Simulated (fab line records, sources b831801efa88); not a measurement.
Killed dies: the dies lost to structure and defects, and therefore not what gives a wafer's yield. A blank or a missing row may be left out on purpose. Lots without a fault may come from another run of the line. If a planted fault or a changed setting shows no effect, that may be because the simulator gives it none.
Matching of chambers ; flow sky130 ; cmp-02 running SKY_CONTACT_CMP_27: 4 sister chambers
The step polishes, stops on SiO2, t overpolish 15 s, target thk 0 nm. 18 wafers are shown with their chamber, then 9 later ones without.

## WAFERS, EACH WITH ITS CHAMBER
wafer;chamber;motor-current-A (A);time-to-endpoint-s (s);overpolish-run-s (s)
L076.2;0;10.5;80;14.992
L076.4;3;11.3;76;14.999
L076.5;1;11.0;87;14.987
L078.2;3;11.6;80;14.993
L078.4;2;12.3;82;15.005
L078.6;3;11.2;77;14.997
L080.3;0;10.8;83;14.998
L080.5;1;10.8;89;14.990
L080.6;0;11.1;81;15.016
L080.1;1;11.4;92;14.979
L080.2;2;12.2;79;14.998
L080.4;3;11.6;79;14.986
L082.1;1;11.4;90;14.995
L082.4;2;12.6;78;14.989
L082.5;0;10.9;87;14.992
L085.2;1;11.6;93;14.989
L085.3;3;11.4;83;14.992
L085.6;0;10.2;88;14.995

SIGNATURES (averages over the wafers above)
reading;chamber 0;chamber 1;chamber 2;chamber 3;scatter within a chamber
motor-current-A;10.700;11.240;12.367;11.420;0.286
time-to-endpoint-s;83.80;90.20;79.67;79.00;2.83
overpolish-run-s;14.99860;14.98800;14.99733;14.99340;0.00741
Rule: a wafer lies at a distance from a chamber equal to the root of the sum of squares, over the readings, of (its reading less the chamber's mean, divided by the reading's scatter). If the next closest chamber is less than 2 further off than the closest, the wafer can't be placed; otherwise it belongs to the closest. How the scatter is found: for the shown wafers, subtract from each reading the mean of its chamber, square and add these, divide the total by (wafers less chambers), then take the root.

## WAFERS WHOSE CHAMBER IS MISSING
wafer;motor-current-A (A);time-to-endpoint-s (s);overpolish-run-s (s)
L089.3;12.2;80;15.004
L089.4;11.6;77;15.000
L089.5;10.9;92;14.996
L094.1;12.1;77;15.003
L094.3;10.0;84;14.997
L094.5;10.6;91;14.990
L097.1;9.9;83;14.987
L097.3;11.7;91;14.999
L097.4;12.4;83;14.988

## WHICH CHAMBER EACH WENT THROUGH
wafer;from the rows above;in truth
L089.3;2;2
L089.4;can't be placed: 3 or 2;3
L089.5;can't be placed: 1 or 0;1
L094.1;can't be placed: 2 or 3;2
L094.3;0;0
L094.5;can't be placed: 1 or 0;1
L097.1;0;0
L097.3;1;1
L097.4;2;2
Placed correctly: 5 of 9. Unplaceable from these rows: 4, with the true chamber sitting among the candidates in 4. 0 placed wrongly.
